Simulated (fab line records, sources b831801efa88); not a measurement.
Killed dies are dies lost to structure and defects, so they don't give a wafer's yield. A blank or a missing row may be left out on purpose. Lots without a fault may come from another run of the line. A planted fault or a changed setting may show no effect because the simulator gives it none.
Chamber matching | flow sky130 | SKY_VIA4_HDPCVD_00 on hdpcvd-01: 3 sister chambers
The step deposits SiO2, target thk 1750 nm, time 291.7 s. 16 wafers are shown with their chamber, then 8 later ones without.

WAFERS WITH THEIR CHAMBER
wafer  | chamber | run_length_s (s)
L843.1 | 0       | 319.9
L843.5 | 0       | 320.5
L843.6 | 2       | 320.9
L844.3 | 2       | 320.6
L844.4 | 2       | 321.2
L844.5 | 1       | 319.3
L842.2 | 1       | 319.7
L842.3 | 0       | 319.8
L842.6 | 0       | 320.0
L845.1 | 0       | 320.6
L845.3 | 2       | 320.5
L845.6 | 2       | 320.7
L858.2 | 1       | 319.3
L858.4 | 0       | 320.2
L858.6 | 1       | 319.4
L859.1 | 2       | 320.7

SIGNATURES (means of the wafers above)
reading      | chamber 0 | chamber 1 | chamber 2 | scatter within a chamber
run_length_s | 320.167   | 319.425   | 320.767   | 0.271
Rule: a wafer's distance from a chamber is the root of the sum, over the readings, of the square of ((its reading less the chamber's mean) divided by the reading's scatter). The wafer belongs to the nearest chamber; if the next one is less than 2 further off, it can't be placed. The scatter: the root of (the sum of the squares of (reading less its chamber's mean) over the shown wafers, divided by (wafers less chambers)).

WAFERS WITHOUT THEIR CHAMBER
wafer  | run_length_s (s)
L859.2 | 319.7
L859.4 | 320.0
L860.3 | 320.1
L860.4 | 320.1
L860.5 | 319.5
L861.2 | 320.3
L861.4 | 319.5
L861.6 | 320.1

WHICH CHAMBER EACH WENT THROUGH
wafer  | from the rows above     | in truth
L859.2 | can't be placed: 1 or 0 | 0
L859.4 | can't be placed: 0 or 1 | 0
L860.3 | 0                       | 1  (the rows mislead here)
L860.4 | 0                       | 0
L860.5 | 1                       | 1
L861.2 | can't be placed: 0 or 2 | 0
L861.4 | 1                       | 1
L861.6 | 0                       | 0
Placed correctly: 4 of 8. Can't be placed from these rows: 3 (the true chamber is among the candidates in 3). Placed wrongly: 1.
